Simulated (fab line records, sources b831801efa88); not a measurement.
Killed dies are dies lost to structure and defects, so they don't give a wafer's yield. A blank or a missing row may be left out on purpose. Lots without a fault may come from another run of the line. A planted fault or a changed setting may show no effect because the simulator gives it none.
Problem report in the 8D (eight disciplines) form, filled by code | flow sky130 | the parts of the form that need people (team, actions taken, sign-off) are left out

1. THE PROBLEM
run_length_s at SKY_LDD_N_SOFTBAKE_03 reads a mean of 91.10 s on 4 wafers of 3 lots; wafers without a fault read 88.94 s with a standard deviation of 0.15. That is +14 standard deviations from the usual mean.
The step: time 60 s.
First seen on wafer L130.5, day 20 05:58, on litho_track-04. The record holds 36 wafers of 13 lots with a number at this step. Rule for "out", or "out of limits": more than 4 standard deviations from the usual mean. The other wafers with a number count as sound.

2. WHAT IT IS AND WHAT IT IS NOT
question                    | is                             | is not
which readings at this step | run_length_s                   | -
which lots                  | L130, L131, L133               | L122, L123, L135, L139, L140, L141, L142, L143, L144, L145
which wafers of those lots  | L130.5, L131.4, L131.5, L133.5 | L130.6, L133.3
read on which tools         | litho_track-04                 | litho_track-01, litho_track-03
when                        | from day 20 05:58              | up to then (7 sound wafers); but 25 sound wafers of L133, L135, L139, L140, L141, L142, L143, L144, L145 came after

3. SUSPECTS, AND WHAT RULES EACH OUT
Counting: a tool at a process step up to the reading stays a suspect if it ran every lot that is out. Sound lots after the first of them don't rule it out here, since some wafers of a struck lot are sound.
- litho_track-04 at SKY_LDD_N_SOFTBAKE_03 (time 60 s): kept. It ran every lot that is out, first L130 (day 20 05:58); its last sound lot up to then is L123 (day 17 23:51). Its own readings are out on those wafers: run_length_s.
Left after counting: litho_track-04 at SKY_LDD_N_SOFTBAKE_03.

4. THE CAUSE (what the simulator had put in)
Process parameter drift: litho_track-04, from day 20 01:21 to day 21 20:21, at SKY_LDD_N_SOFTBAKE_03. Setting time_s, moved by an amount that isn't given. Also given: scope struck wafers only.
Counting left only this tool.

5. THE CHAIN OF EFFECTS, in route order
Each row: a reading whose mean over the struck wafers that have a number lies more than 3 standard deviations from the usual. Only readings for which the record gives a usual standard deviation are gone through. hours: the time from each lot's start at the first step in this table that gives one to its start at this step, as a median over the lots. sigmas: the change in usual standard deviations.
hours | step                  | reading      | usual   | on struck wafers | change | sigmas
0     | SKY_LDD_N_SOFTBAKE_03 | run_length_s | 88.94 s | 91.10            | +2.16  | +14
The process steps in it:
- SKY_LDD_N_SOFTBAKE_03: time 60 s.

6. WHAT WOULD HAVE CAUGHT IT SOONER
In this record the first reading out of limits was taken at day 20 05:58, 5 hours after the fault began at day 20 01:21.
